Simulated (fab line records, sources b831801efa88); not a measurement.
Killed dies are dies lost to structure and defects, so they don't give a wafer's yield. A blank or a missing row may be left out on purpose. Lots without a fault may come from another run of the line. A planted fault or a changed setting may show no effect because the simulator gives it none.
Which tool did it? | flow gf180mcu | 13 lots, 39 wafers sampled, at 3 steps of a route of 602

WHAT THE GAUGES READ, wafer by wafer
GF_V2_THK_MEAS_01.
lot  | measured     | on            | V2_CVD_00_THK (nm)
L181 | day 19 03:43 | film_metro-03 | 594 592 603
L182 | day 19 15:42 | film_metro-02 | 594 601 599
L186 | day 21 03:57 | film_metro-02 | 601 599 599
L191 | day 23 09:08 | film_metro-02 | 595 594 603
L193 | day 23 21:56 | film_metro-02 | 593 599 599
L192 | day 23 22:04 | film_metro-03 | 608 605 599
L195 | day 24 14:52 | film_metro-01 | 607 595 597
L197 | day 25 00:37 | film_metro-02 | 602 598 604
L196 | day 25 02:59 | film_metro-02 | 607 597 597
L199 | day 25 15:28 | film_metro-02 | 601 607 598
L201 | day 26 08:43 | film_metro-03 | 590 601 602
L202 | day 26 13:14 | film_metro-01 | 601 588 600
L204 | day 27 04:48 | film_metro-01 | 590 595 584

GF_V2_THK_MEAS_25: measures by xrf.
lot  | measured     | on            | V2_W_THK (nm)
L181 | day 20 06:13 | film_metro-03 | 370 371 369
L182 | day 20 17:07 | film_metro-03 | 376 375 375
L186 | day 22 05:02 | film_metro-03 | 368 367 367
L191 | day 24 09:26 | film_metro-01 | 372 368 364
L193 | day 24 21:10 | film_metro-01 | 365 361 370
L192 | day 24 21:40 | film_metro-02 | 351 362 358
L195 | day 25 14:14 | film_metro-02 | 361 350 360
L197 | day 26 00:01 | film_metro-02 | 363 372 369
L196 | day 26 02:13 | film_metro-01 | 350 357 355
L199 | day 26 13:53 | film_metro-01 | 349 358 354
L201 | day 27 07:33 | film_metro-01 | 357 349 352
L202 | day 27 11:40 | film_metro-03 | 364 368 365
L204 | day 28 02:28 | film_metro-03 | 357 364 361

WHICH TOOL RAN EACH LOT (tool, then ch and the chambers of the sampled wafers, then the start)
lot  | GF_V1_SPUTTER_21
L181 | pvd_sputter-01, day 18 01:29
L182 | pvd_sputter-03, day 18 12:43
L186 | pvd_sputter-01, day 20 02:13
L191 | pvd_sputter-03, day 22 08:53
L193 | pvd_sputter-02, day 22 21:08
L192 | pvd_sputter-01, day 22 21:34
L195 | pvd_sputter-01, day 23 15:04
L197 | pvd_sputter-02, day 24 01:00
L196 | pvd_sputter-01, day 24 02:56
L199 | pvd_sputter-02, day 24 16:16
L201 | pvd_sputter-03, day 25 09:56
L202 | pvd_sputter-02, day 25 14:58
L204 | pvd_sputter-03, day 26 06:45
- GF_V1_SPUTTER_21: material Ti, target thk 15 nm, time 80.02 s.

WHAT THE TOOLS THEMSELVES READ (means of the sampled wafers that have a number; where no wafer has one, the mark that the record gives instead)
GF_V1_SPUTTER_21.
lot  | tool           | cathode_dc_power_W (W) | throttle_valve_pct (%)
L181 | pvd_sputter-01 | 2499.7                 | 30.3
L182 | pvd_sputter-03 | 2500.2                 | 29.5
L186 | pvd_sputter-01 | 2500.3                 | 29.7
L191 | pvd_sputter-03 | 2499.9                 | 31.3
L193 | pvd_sputter-02 | 2500.2                 | 29.6
L192 | pvd_sputter-01 | 2500.3                 | 29.5
L195 | pvd_sputter-01 | 2500.4                 | 30.4
L197 | pvd_sputter-02 | 2499.7                 | 29.2
L196 | pvd_sputter-01 | 2500.1                 | 29.5
L199 | pvd_sputter-02 | 2499.9                 | 29.5
L201 | pvd_sputter-03 | 2500.3                 | 29.1
L202 | pvd_sputter-02 | 2500.0                 | 29.1
L204 | pvd_sputter-03 | 2500.4                 | 29.1

THE ANSWER, worked out from the rows above alone
Rule: what is usual is taken from the lots themselves. Put in order of their means at a reading, lots are off if they are a third of the lots or fewer, leave a main group of 4 or more, and stand apart from it by a gap of 3 or more times the standard deviation of the main group's means; of several such gaps the widest counts. A main group whose means are all the same, to the digits that the tables above print for the reading, isn't used. A lot without any number at a reading at which 4 lots or more have one is off too. The other lots that the step has rows for count as sound. The gauges are gone through in route order, then the tools' own readings, and for those a lot's mean is taken as printed above. The first step at which some lot is off is used, and at that step the reading that is off furthest; a lot without a number counts as furthest.
No lot is off at any reading shown: from this, nothing can be told.

WHAT THE SIMULATOR HAD PUT IN
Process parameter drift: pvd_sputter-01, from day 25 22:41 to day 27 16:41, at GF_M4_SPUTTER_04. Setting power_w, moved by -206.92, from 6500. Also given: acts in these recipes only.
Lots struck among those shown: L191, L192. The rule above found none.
